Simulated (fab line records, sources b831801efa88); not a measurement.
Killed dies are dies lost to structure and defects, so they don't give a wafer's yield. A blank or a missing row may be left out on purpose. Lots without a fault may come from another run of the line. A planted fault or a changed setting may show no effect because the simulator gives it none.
fab line records | flow sfq_line
record lots=7 wafers=21 last_day=86
route steps=325 shown M4@152 I4@163 JJ@178 M5@206
lots that met no fault: from a run of the same line without faults
start_h: hours from the record's first day to the start of the lot's first wafer shown | wait_h: hours since the lot's step before | " the same as in the row above | L1.1+2: a row that stands for several wafers | - no value, or no start given | * or withheld: withheld | < > ~ a bound
route shown NAME@n: a module of which the file shows steps, and the number in the route of the first | usual: mean/standard deviation of fault-free wafers | same: alike in all rows | chamber/n: place in a boat | sites: the reading at each site | _std_site: their standard deviation | _edge_site: outer sites' mean less inner sites' | radius_mm: how far each site lies from the wafer's centre | mask NAME#n: copy n | behind: the tool/chamber that last shaped the wafer | hold: why the lot was held/for how many hours/how that ended | device: the transistor (n, p or np) that didn't switch | end of line: the same wafers' tests at the end of the route | a step without rows: its recipe alone | killed: dies lost to structure and defects at the first sort, not the wafer's yield | map: a wafer's dies, x killed, . not, _ none there
set.NAME: the setting as run; set.NAME@STEP: as run at that earlier step | model.NAME: the simulator's own value behind a step, which no gauge read
lots at some steps of the route; a table a step, a row a wafer
services: from which hour (start_h, from the record's first day; less than 0 if before it) a tool's chamber was out of use, for how many hours, and why
## steps
# step SFQ_TRILAYER_M4_LITHO_COAT_098
# recipe resist=BARC spin_rpm=3000 resist_thk_nm=62
# step SFQ_TRILAYER_M4_LITHO_COAT_093
# recipe resist=KrF spin_rpm=3000 resist_thk_nm=600
# step SFQ_TRILAYER_M4_LITHO_SOFTBAKE_097
# recipe temp_c=withheld time_s=withheld resist=KrF
# step SFQ_TRILAYER_M4_LITHO_EXPOSE_094
# recipe mask_id=M4 na=0.6 source_shape=conventional sigma_outer=0.65 target_cd_nm=500 dose_mj=14.4
# step SFQ_TRILAYER_M4_LITHO_PEB_096
# recipe peb_temp_c=115 peb_time_s=60 resist=KrF
# step SFQ_TRILAYER_M4_LITHO_DEVELOP_095
# recipe time_s=60 resist=KrF
# step SFQ_M4_OVL_MEAS_926
# usual M4_OVL=-4/5.2
# columns lot.wafer tool chamber start_h wait_h M4_OVL[nm]
L807.4 overlay-02 - 961.28 0.1 -13
L807.5 " - " " -9
L807.6 " - " " -7
L810.2 overlay-02 - 973.87 0.1 -12
L810.4 " - " " -4
L810.5 " - " " -10
L814.2 overlay-01 - 983.47 0.1 -11
L814.3 " - " " -13
L814.5 " - " " -8
L820.1 overlay-02 - 1069.76 0.1 -1
L820.4 " - " " -5
L820.6 " - " " -2
L821.1 overlay-02 - 1073.36 0.1 1
L821.2 " - " " -2
L821.5 " - " " -5
L822.1 overlay-02 - 1074.56 0.1 3
L822.3 " - " " -3
L822.5 " - " " -2
L830.1 overlay-02 - 1256.87 0.1 -12
L830.4 " - " " -15
L830.5 " - " " -13
# step SFQ_TRILAYER_M4_BARC_OPEN_METAL_ETCH_123
# recipe mask_material=PR chemistry=O2 target_depth_nm=125 target=BARC icp_w=600 bias_w=80 pressure_mtorr=10 time_s=41.7
# step SFQ_TRILAYER_M4_ETCH_METAL_ETCH_096
# recipe target=Nb stop_on=SiO2 mask_material=PR chemistry=Cl2/Ar target_depth_nm=240 icp_w=600 bias_w=80 pressure_mtorr=10 time_s=120
# usual drypump_motor_current_A=5.9/0.47 oes_product_au=0.896/0.0077
# columns lot.wafer tool chamber start_h wait_h drypump_motor_current_A oes_product_au rf_hours_counter_h
L807.4 rie_metal-01 0 961.40 0.1 5.5 0.899 -
L807.5 " 1 " " 5.3 0.888 -
L807.6 " 0 " " 5.6 0.908 -
L810.2 rie_metal-02 0 973.96 0.0 5.5 0.881 18
L810.4 " 0 " " 5.4 0.899 -
L810.5 " 0 " " 5.4 0.897 -
L814.2 rie_metal-01 1 983.56 0.0 5.3 0.905 101
L814.3 " 1 " " 5.3 0.897 -
L814.5 " 0 " " 5.6 0.887 -
L820.1 rie_metal-03 0 1069.85 0.0 6.2 0.901 121
L820.4 " 1 " " 6.6 0.889 -
L820.6 " 1 " " 6.6 0.894 -
L821.1 rie_metal-02 0 1073.45 0.0 5.5 0.887 33
L821.2 " 1 " " 6.2 0.888 52
L821.5 " 1 " " 6.2 0.900 -
L822.1 rie_metal-03 1 1074.65 0.0 6.6 0.902 61
L822.3 " 1 " " 6.6 0.893 -
L822.5 " 0 " " 6.2 0.904 -
L830.1 rie_metal-01 1 1256.97 0.0 5.3 0.888 4
L830.4 " 1 " " 5.3 0.890 -
L830.5 " 0 " " 5.6 0.887 -
# step SFQ_TRILAYER_M4_STRIP_STRIP_097
# recipe gas=O2 power_w=200 platen_temp_c=40 overash_fraction=0.65 chemistry=O2 pressure_mtorr=50
# step SFQ_TRILAYER_M4_STRIP_SOLV_CLEAN_098
# recipe chemistry=NMP temp_c=70 time_s=600
# step SFQ_TRILAYER_I4_DEP_PECVD_099
# recipe material=SiO2 temp_c=150 time_s=111.11 pressure_torr=2.4 rf_w=183.3 precursor=SiH4/N2O target_thk_nm=500
# usual heater_power_w=84/22 susceptor_temp_C=149.99/0.14 throttle_valve_pct=23.6/0.8
# columns lot.wafer tool chamber start_h wait_h heater_power_w susceptor_temp_C throttle_valve_pct
L807.4 pecvd-02 1 962.30 0.0 91 150.00 24.1
L807.5 " 0 " " 64 149.84 24.9
L807.6 " 2 " " 105 149.80 24.2
L810.2 pecvd-01 0 974.86 0.0 54 150.05 21.7
L810.4 " 0 " " 57 149.80 22.0
L810.5 " 1 " " 98 150.20 23.4
L814.2 pecvd-01 0 984.46 0.0 57 149.95 21.6
L814.3 " 1 " " 117 150.24 23.2
L814.5 " 2 " " 98 149.97 22.7
L820.1 pecvd-02 0 1070.75 0.0 68 149.89 25.2
L820.4 " 0 " " 71 149.99 25.1
L820.6 " 2 " " 110 150.23 24.1
L821.1 pecvd-02 0 1074.35 0.0 68 149.99 24.9
L821.2 " 1 " " 94 150.00 24.3
L821.5 " 1 " " 94 149.77 24.0
L822.1 pecvd-01 0 1075.55 0.0 50 149.79 22.1
L822.3 " 2 " " 99 149.94 23.3
L822.5 " 2 " " 101 150.08 23.2
L830.1 pecvd-02 2 1257.87 0.0 98 150.10 24.4
L830.4 " 1 " " 85 150.10 24.6
L830.5 " 0 " " 65 150.05 25.3
# step SFQ_TRILAYER_I4_CMP_CMP_100
# recipe material=SiO2 down_force_psi=3 platen_rpm=60 pad_velocity_m_s=0.94248
# usual motor_current_A=10.0/0.57 retaining_ring_pressure_frac=1.000/0.005 slurry_filter_dp_kPa=13.50/0.14 time_to_endpoint_s=217/9.3
# columns lot.wafer tool chamber start_h wait_h motor_current_A retaining_ring_pressure_frac slurry_filter_dp_kPa time_to_endpoint_s model.SiO2_of_TRILAYER_I4_DEP_PECVD_099.thk_nm
L807.4 cmp-01 0 970.88 8.5 10.8 1.007 13.30 221 199
L807.5 " 3 972.38 10.0 10.0 1.000 13.60 221 197.9
L807.6 " 0 " " 10.1 1.004 13.57 222 199.5
L810.2 cmp-02 3 986.26 11.4 10.1 1.002 13.43 214 201.6
L810.4 " 0 " " 9.2 1.001 13.27 216 199.8
L810.5 " 3 988.26 13.3 9.3 0.991 13.54 206 199.8
L814.3 cmp-02 1 998.26 13.8 10.0 0.996 13.51 204 198.9
L814.2 " 2 " " 10.9 1.001 13.32 220 200.9
L814.5 " 1 1000.26 15.7 9.7 0.999 13.23 221 199.2
L820.4 cmp-02 2 1073.30 2.5 10.7 0.996 13.25 240 180
L820.1 " 0 1074.30 3.5 9.4 1.004 13.52 225 179.2
L820.6 " 1 " " 9.8 1.000 13.65 225 177.7
L821.2 cmp-02 0 1078.80 4.4 9.0 1.002 13.47 225 178.6
L821.1 " 1 " " 10.6 1.000 13.61 221 178.5
L821.5 " 1 1081.30 6.9 9.8 0.996 13.40 226 179.3
L822.3 cmp-02 1 1082.30 6.7 10.1 0.991 13.42 207 179.2
L822.1 " 2 " " 10.1 1.003 13.72 226 180.9
L822.5 " 0 1083.80 8.2 9.2 1.000 13.34 221 179.9
L830.1 cmp-01 1 1265.48 7.6 9.6 0.997 13.50 233 202.5
L830.4 " 3 1266.48 8.5 9.7 0.999 13.47 211 200.4
L830.5 " 0 " " 10.9 0.997 13.52 223 200.7
# step SFQ_I4_BOW_MEAS_927
# recipe mode=bow
# usual I4_BOW=0/8.1
# columns lot.wafer tool chamber start_h wait_h I4_BOW[um]
L807.4 film_metro-02 - 973.44 2.1 -8
L807.5 " - " " -11
L807.6 " - " " -10
L810.2 film_metro-01 - 988.78 2.0 0
L810.4 " - " " 13
L810.5 " - " " 5
L814.2 film_metro-01 - 1000.78 1.5 -5
L814.3 " - " " -8
L814.5 " - " " -9
L820.1 film_metro-02 - 1075.80 1.0 7
L820.4 " - " " 8
L820.6 " - " " 12
L821.1 film_metro-02 - 1081.80 2.0 10
L821.2 " - " " 5
L821.5 " - " " 9
L822.1 film_metro-04 - 1084.80 1.5 0
L822.3 " - " " -5
L822.5 " - " " 2
L830.1 film_metro-02 - 1267.98 2.0 -7
L830.4 " - " " -9
L830.5 " - " " -8
# step SFQ_TRILAYER_I4_METRO_MEASURE_101
# usual thk_nm=200.0/1.3
# columns lot.wafer tool chamber start_h wait_h thk_nm
L807.4 film_metro-02 - 974.10 0.6 199.0
L807.5 " - " " 197.9
L807.6 " - " " 199.6
L810.2 film_metro-01 - 989.08 0.3 201.6
L810.4 " - " " 199.9
L810.5 " - " " 199.7
L814.2 film_metro-01 - 1001.08 0.3 201.1
L814.3 " - " " 199.0
L814.5 " - " " 199.2
L820.1 film_metro-02 - 1075.92 0.1 179.4
L820.4 " - " " 180.0
L820.6 " - " " 177.6
L821.1 film_metro-02 - 1081.92 0.1 178.5
L821.2 " - " " 178.4
L821.5 " - " " 179.2
L822.1 film_metro-04 - 1084.92 0.1 180.6
L822.3 " - " " 179.1
L822.5 " - " " 179.7
L830.1 film_metro-02 - 1268.10 0.1 202.6
L830.4 " - " " 200.5
L830.5 " - " " 200.9
# step SFQ_TRILAYER_I4_VIA_LITHO_COAT_108
# recipe resist=BARC spin_rpm=3000 resist_thk_nm=62
# step SFQ_TRILAYER_I4_VIA_LITHO_COAT_103
# recipe resist=KrF spin_rpm=3000 resist_thk_nm=650
# step SFQ_TRILAYER_I4_VIA_LITHO_SOFTBAKE_107
# recipe temp_c=withheld time_s=withheld resist=KrF
# step SFQ_TRILAYER_I4_VIA_LITHO_EXPOSE_104
# recipe mask_id=I4 na=0.6 source_shape=conventional sigma_outer=0.65 target_cd_nm=700 dose_mj=21.3
# step SFQ_TRILAYER_I4_VIA_LITHO_PEB_106
# recipe peb_temp_c=115 peb_time_s=60 resist=KrF
# step SFQ_TRILAYER_I4_VIA_LITHO_DEVELOP_105
# recipe time_s=60 resist=KrF
# step SFQ_I4_OVL_MEAS_928
# usual I4_OVL=-2/5.3
# columns lot.wafer tool chamber start_h wait_h I4_OVL[nm]
L807.4 overlay-01 - 1111.90 0.1 -2
L807.5 " - " " -6
L807.6 " - " " 0
L810.2 overlay-02 - 1125.09 0.1 -5
L810.4 " - " " -8
L810.5 " - " " -6
L814.2 overlay-01 - 1138.87 0.1 8
L814.3 " - " " 7
L814.5 " - " " 3
L820.1 overlay-01 - 1189.58 0.1 1
L820.4 " - " " 1
L820.6 " - " " 0
L821.1 overlay-02 - 1191.98 0.1 -9
L821.2 " - " " -4
L821.5 " - " " 0
L822.1 overlay-01 - 1194.38 0.1 -4
L822.3 " - " " 2
L822.5 " - " " 0
L830.1 overlay-02 - 1378.73 0.1 0
L830.4 " - " " -8
L830.5 " - " " 9
# step SFQ_TRILAYER_I4_VIA_BARC_OPEN_VIA_ETCH_146
# recipe mask_material=PR chemistry=O2 target_depth_nm=125 target=BARC source_w=500 bias_w=80 pressure_mtorr=30 time_s=41.7
# step SFQ_TRILAYER_I4_VIA_ETCH_VIA_ETCH_106
# recipe target=SiO2 stop_on=Nb mask_material=PR taper_deg=20 chemistry=CHF3 target_depth_nm=260 source_w=500 bias_w=80 pressure_mtorr=30 time_s=withheld
# usual drypump_motor_current_A=5.6/0.4 oes_product_au=0.855/0.0051
# columns lot.wafer tool chamber start_h wait_h drypump_motor_current_A oes_product_au model.etch.depth_nm model.I4.feature_depth_nm
L807.4 rie_diel-03 3 1111.96 0.0 5.1 0.848 199 199
L807.5 " 2 " " 6.1 0.850 197.9 197.9
L807.6 " 3 " " 5.1 0.859 199.5 199.5
L810.2 rie_diel-03 3 1125.16 0.0 5.1 0.859 201.6 201.6
L810.4 " 0 " " 5.8 0.855 199.8 199.8
L810.5 " 1 " " 4.8 0.851 199.8 199.8
L814.2 rie_diel-04 2 1138.94 0.0 5.2 0.849 200.9 200.9
L814.3 " 3 " " 5.4 0.852 198.9 198.9
L814.5 " 2 " " 5.2 0.855 199.2 199.2
L820.1 rie_diel-04 3 1189.66 0.0 5.4 0.805 179.2 179.2
L820.4 " 1 " " 5.9 0.807 180 180
L820.6 " 0 " " 5.8 0.803 177.7 177.7
L821.1 rie_diel-03 2 1192.06 0.0 6.1 0.801 178.5 178.5
L821.2 " 3 " " 5.1 0.805 178.6 178.6
L821.5 " 0 " " 5.8 0.799 179.3 179.3
L822.1 rie_diel-02 1 1194.46 0.0 5.8 0.811 180.9 180.9
L822.3 " 3 " " 5.7 0.819 179.2 179.2
L822.5 " 1 " " 5.8 0.807 179.9 179.9
L830.1 rie_diel-04 1 1378.80 0.0 6.0 0.856 202.5 202.5
L830.4 " 3 " " 5.4 0.854 200.4 200.4
L830.5 " 1 " " 6.0 0.862 200.7 200.7
# step SFQ_TRILAYER_I4_VIA_STRIP_STRIP_107
# recipe gas=O2 power_w=200 platen_temp_c=40 overash_fraction=0.65 chemistry=O2 pressure_mtorr=50
# usual drypump_motor_current_A=5.6/0.32 oes_product_au=1.002/0.013
# columns lot.wafer tool chamber start_h wait_h drypump_motor_current_A oes_product_au rf_hours_counter_h
L807.4 rie_metal-04 0 1112.27 - 5.7 0.992 -
L807.5 " 1 " " 5.5 0.994 -
L807.6 " 0 " " 5.7 0.986 -
L810.2 rie_metal-02 1 1125.70 - 6.2 1.028 -
L810.4 " 1 " " 6.2 1.027 -
L810.5 " 1 " " 6.2 1.023 -
L814.2 rie_metal-02 0 1139.05 - 5.4 1.009 42
L814.3 " 0 " " 5.4 1.007 -
L814.5 " 0 " " 5.4 1.010 -
L820.1 rie_metal-04 1 1189.77 - 5.6 0.980 24
L820.4 " 1 " " 5.5 0.987 -
L820.6 " 1 " " 5.6 0.989 -
L821.1 rie_metal-01 1 1192.17 - 5.3 0.990 136
L821.2 " 0 " " 5.6 1.000 121
L821.5 " 1 " " 5.3 0.989 -
L822.1 rie_metal-01 0 1194.57 - 5.6 1.008 121
L822.3 " 0 " " 5.6 1.002 -
L822.5 " 0 " " 5.6 1.003 -
L830.1 rie_metal-02 1 1378.92 - 6.2 1.011 100
L830.4 " 1 " " 6.2 1.012 -
L830.5 " 1 " " 6.2 1.010 -
# step SFQ_TRILAYER_I4_VIA_STRIP_SOLV_CLEAN_108
# recipe chemistry=NMP temp_c=70 time_s=600
# step SFQ_TRILAYER_JJ_TRILAYER_DEP_PRE_CLEAN_113
# recipe gas=Ar time_s=22.5 bias_v=250
# step SFQ_TRILAYER_JJ_TRILAYER_DEP_SPUTTER_109
# recipe material=Nb base_pressure_pa=1.33e-06 chamber_pressure_pa=0.1333 substrate_temp_c=20 target_thk_nm=150 power_w=2000 time_s=100
# usual base_pressure_pa=1.33e-06/7.7e-08 throttle_valve_pct=29.4/0.8
# columns lot.wafer tool chamber start_h wait_h base_pressure_pa throttle_valve_pct
L807.4 pvd_sputter-05 - 1112.87 0.0 1.27e-06 28.7
L807.5 " - " " 1.24e-06 28.8
L807.6 " - " " 1.23e-06 29.7
L810.2 pvd_sputter-05 - 1126.90 0.0 1.51e-06 30.0
L810.4 " - " " 1.23e-06 28.8
L810.5 " - " " 1.36e-06 29.9
L814.2 pvd_sputter-04 - 1139.85 0.0 1.36e-06 29.7
L814.3 " - " " 1.23e-06 28.1
L814.5 " - " " 1.32e-06 29.9
L820.1 pvd_sputter-05 - 1190.58 0.0 1.23e-06 29.1
L820.4 " - " " 1.28e-06 28.9
L820.6 " - " " 1.36e-06 28.7
L821.1 pvd_sputter-03 - 1192.98 0.0 1.29e-06 29.8
L821.2 " - " " 1.32e-06 28.9
L821.5 " - " " 1.22e-06 29.9
L822.1 pvd_sputter-04 - 1195.38 0.0 1.32e-06 29.9
L822.3 " - " " 1.3e-06 29.7
L822.5 " - " " 1.28e-06 30.9
L830.1 pvd_sputter-04 - 1379.75 0.0 1.33e-06 29.6
L830.4 " - " " 1.46e-06 29.8
L830.5 " - " " 1.41e-06 30.8
# step SFQ_TRILAYER_JJ_TRILAYER_DEP_SPUTTER_110
# recipe material=Al base_pressure_pa=1.33e-06 target_thk_nm=8 power_w=500 time_s=10 chamber_pressure_pa=0.4
# step SFQ_TRILAYER_JJ_TRILAYER_DEP_AL_OXIDATION_111
# recipe pressure_mbar=0.014667 oxidation_time_s=600 temperature_k=293
# step SFQ_TRILAYER_JJ_TRILAYER_DEP_SPUTTER_112
# recipe material=Nb base_pressure_pa=1.33e-06 chamber_pressure_pa=0.1333 substrate_temp_c=20 target_thk_nm=170 power_w=2000 time_s=113.3
# step SFQ_JJ_RS_MEAS_929
# recipe thk_meas_gauge=four-point-probe reads=Nb_of_TRILAYER_JJ_TRILAYER_DEP_SPUTTER_112
# usual JJ_NB_RS=1.047/0.013
# columns lot.wafer tool chamber start_h wait_h JJ_NB_RS[ohm/sq]
L807.4 film_metro-03 - 1114.11 0.1 1.049
L807.5 " - " " 1.033
L807.6 " - " " 1.040
L810.2 film_metro-03 - 1128.10 0.1 1.051
L810.4 " - " " 1.050
L810.5 " - " " 1.058
L814.2 film_metro-04 - 1141.05 0.1 1.053
L814.3 " - " " 1.079
L814.5 " - " " 1.054
L820.1 film_metro-03 - 1191.75 0.0 1.046
L820.4 " - " " 1.040
L820.6 " - " " 1.036
L821.1 film_metro-03 - 1196.05 0.0 1.023
L821.2 " - " " 1.069
L821.5 " - " " 1.033
L822.1 film_metro-02 - 1196.55 0.0 1.056
L822.3 " - " " 1.046
L822.5 " - " " 1.050
L830.1 film_metro-03 - 1380.93 0.0 1.045
L830.4 " - " " 1.029
L830.5 " - " " 1.037
# step SFQ_TRILAYER_JJ_CE_LITHO_COAT_119
# recipe resist=BARC spin_rpm=3000 resist_thk_nm=62
# step SFQ_TRILAYER_JJ_CE_LITHO_COAT_114
# recipe resist=KrF spin_rpm=3000 resist_thk_nm=600
# step SFQ_TRILAYER_JJ_CE_LITHO_SOFTBAKE_118
# recipe temp_c=withheld time_s=withheld resist=KrF
# step SFQ_TRILAYER_JJ_CE_LITHO_EXPOSE_115
# recipe mask_id=J5 na=0.6 source_shape=conventional sigma_outer=0.65 target_cd_nm=700 dose_mj=14.4
# step SFQ_TRILAYER_JJ_CE_LITHO_PEB_117
# recipe peb_temp_c=115 peb_time_s=60 resist=KrF
# step SFQ_TRILAYER_JJ_CE_LITHO_DEVELOP_116
# recipe time_s=60 resist=KrF
# step SFQ_JJ_OVL_MEAS_931
# usual J5_OVL=0/5.7
# columns lot.wafer tool chamber start_h wait_h J5_OVL[nm]
L807.4 overlay-02 - 1116.62 0.1 -2
L807.5 " - " " 6
L807.6 " - " " -2
L810.2 overlay-02 - 1239.73 0.1 -3
L810.4 " - " " -5
L810.5 " - " " -2
L814.2 overlay-01 - 1254.13 0.1 1
L814.3 " - " " 1
L814.5 " - " " 0
L820.1 overlay-02 - 1312.82 0.1 -3
L820.4 " - " " 0
L820.6 " - " " 0
L821.1 overlay-02 - 1318.82 0.1 -2
L821.2 " - " " -1
L821.5 " - " " -3
L822.1 overlay-02 - 1320.02 0.1 3
L822.3 " - " " -2
L822.5 " - " " 2
L830.1 overlay-01 - 1505.18 0.1 -2
L830.4 " - " " -1
L830.5 " - " " 3
# step SFQ_TRILAYER_JJ_CE_METRO_MEASURE_117
# usual cd_nm=700.1/1.3
# columns lot.wafer tool chamber start_h wait_h cd_nm
L807.4 cd_sem-02 - 1117.24 0.6 698.4
L807.5 " - " " 699.3
L807.6 " - " " 698.7
L810.2 cd_sem-01 - 1239.96 0.2 698.2
L810.4 " - " " 698.7
L810.5 " - " " 697.8
L814.2 cd_sem-01 - 1254.36 0.2 698.0
L814.3 " - " " 698.1
L814.5 " - " " 697.4
L820.1 cd_sem-02 - 1312.86 0.0 701.7
L820.4 " - " " 701.4
L820.6 " - " " 699.8
L821.1 cd_sem-02 - 1318.86 0.0 698.9
L821.2 " - " " 698.7
L821.5 " - " " 698.4
L822.1 cd_sem-02 - 1320.06 0.0 702.1
L822.3 " - " " 701.3
L822.5 " - " " 701.0
L830.1 cd_sem-01 - 1505.21 0.0 699.7
L830.4 " - " " 699.8
L830.5 " - " " 698.8
# step SFQ_TRILAYER_JJ_CE_BARC_OPEN_RIE_150
# recipe mask_material=PR chemistry=O2 target_depth_nm=240 target=BARC icp_w=600 bias_w=80 pressure_mtorr=10 time_s=80
# step SFQ_TRILAYER_M5_ETCH_METAL_ETCH_126
# recipe target=Nb stop_on=SiO2 mask_material=PR over_etch_frac=0.15 time_s=203.2 chemistry=Cl2/BCl3 target_depth_nm=265 icp_w=600 bias_w=80 pressure_mtorr=10
# usual drypump_motor_current_A=5.8/0.42 oes_product_au=0.729/0.0069
# columns lot.wafer tool chamber start_h wait_h drypump_motor_current_A oes_product_au rf_hours_counter_h model.SiO2_of_TRILAYER_I4_DEP_PECVD_099.thk_nm
L807.4 rie_metal-03 0 1236.53 0.1 6.2 0.725 - 179.1
L807.5 " 1 " " 6.6 0.722 - 178.3
L807.6 " 0 " " 6.2 0.722 - 179.7
L810.2 rie_metal-03 0 1250.97 0.0 6.2 0.731 7 181.6
L810.4 " 0 " " 6.2 0.731 - 179.8
L810.5 " 0 " " 6.2 0.733 - 179.7
L814.2 rie_metal-04 0 1265.37 0.0 5.7 0.730 120 181.5
L814.3 " 0 " " 5.7 0.735 - 179.4
L814.5 " 1 " " 5.5 0.741 - 179.2
L820.1 rie_metal-01 0 1447.25 0.0 5.6 0.736 19 159.1
L820.4 " 1 " " 5.3 0.724 - 160.4
L820.6 " 1 " " 5.3 0.723 - 158.1
L821.1 rie_metal-01 0 1450.85 0.0 5.6 0.734 20 158.5
L821.2 " 1 " " 5.3 0.738 29 159
L821.5 " 1 " " 5.3 0.744 - 159.7
L822.1 rie_metal-04 0 1452.11 0.1 5.7 0.722 19 161.7
L822.3 " 0 " " 5.7 0.721 - 160
L822.5 " 0 " " 5.7 0.721 - 160.7
L830.1 rie_metal-03 1 1510.37 0.0 6.6 0.725 132 182.8
L830.4 " 1 " " 6.6 0.725 - 180.5
L830.5 " 0 " " 6.2 0.730 - 180.8
## services
# columns tool chamber start_h hours kind
rie_metal-01 - 953.63 1.0 repair
film_metro-02 - 957.60 0.9 pm
rie_metal-01 1 976.91 1.0 repair
cd_sem-02 - 980.46 0.7 pm
rie_metal-03 0 985.05 1.3 repair
rie_metal-01 1 994.76 3.1 repair
cmp-02 - 1059.85 2.7 repair
cmp-02 - 1090.80 4.9 pm
cmp-02 - 1095.68 4.0 pm
rie_metal-02 0 1119.61 12.4 repair
cmp-02 - 1137.66 2.8 repair
cmp-02 - 1211.62 13.2 pm
rie_metal-03 - 1213.56 0.3 repair
rie_metal-02 - 1220.02 2.8 pm
rie_metal-03 0 1335.98 4.6 repair
rie_metal-01 1 1386.96 23.0 repair
rie_metal-03 - 1406.32 1.4 pm
cmp-02 - 1435.68 4.0 pm
cmp-02 - 1444.01 10.5 pm
cmp-02 - 1454.55 6.6 pm
rie_metal-01 - 1466.96 1.0 repair
cmp-02 - 1471.14 2.3 repair
cmp-02 - 1488.47 4.4 pm
cmp-02 - 1507.58 3.4 repair
## key
first_sign step=SFQ_TRILAYER_I4_METRO_MEASURE_101 reading=thk_nm direction=down sigmas=16 usual=200.0 struck=179.2
effect step=SFQ_TRILAYER_I4_VIA_ETCH_VIA_ETCH_106 reading=oes_product_au direction=down sigmas=9.5 usual=0.855 struck=0.806
model_effect step=SFQ_TRILAYER_I4_CMP_CMP_100 value=SiO2_of_TRILAYER_I4_DEP_PECVD_099.thk_nm without=199.3 struck=179.3
model_effect step=SFQ_TRILAYER_I4_VIA_ETCH_VIA_ETCH_106 value=etch.depth_nm without=199.3 struck=179.3
model_effect step=SFQ_TRILAYER_M5_ETCH_METAL_ETCH_126 value=SiO2_of_TRILAYER_I4_DEP_PECVD_099.thk_nm without=179.7 struck=159.7
met_at SFQ_TRILAYER_I4_CMP_CMP_100
struck_wafers L820.1,L820.4,L820.6,L821.1,L821.2,L821.5,L822.1,L822.3,L822.5
fault kind=process_parameter_drift tool=cmp-02 chamber=- onset_h=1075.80 steps=SFQ_TRILAYER_I4_CMP_CMP_100 channel=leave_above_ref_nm offset=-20 shape=step end_h=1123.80 acts_in=these_recipes_only stated=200
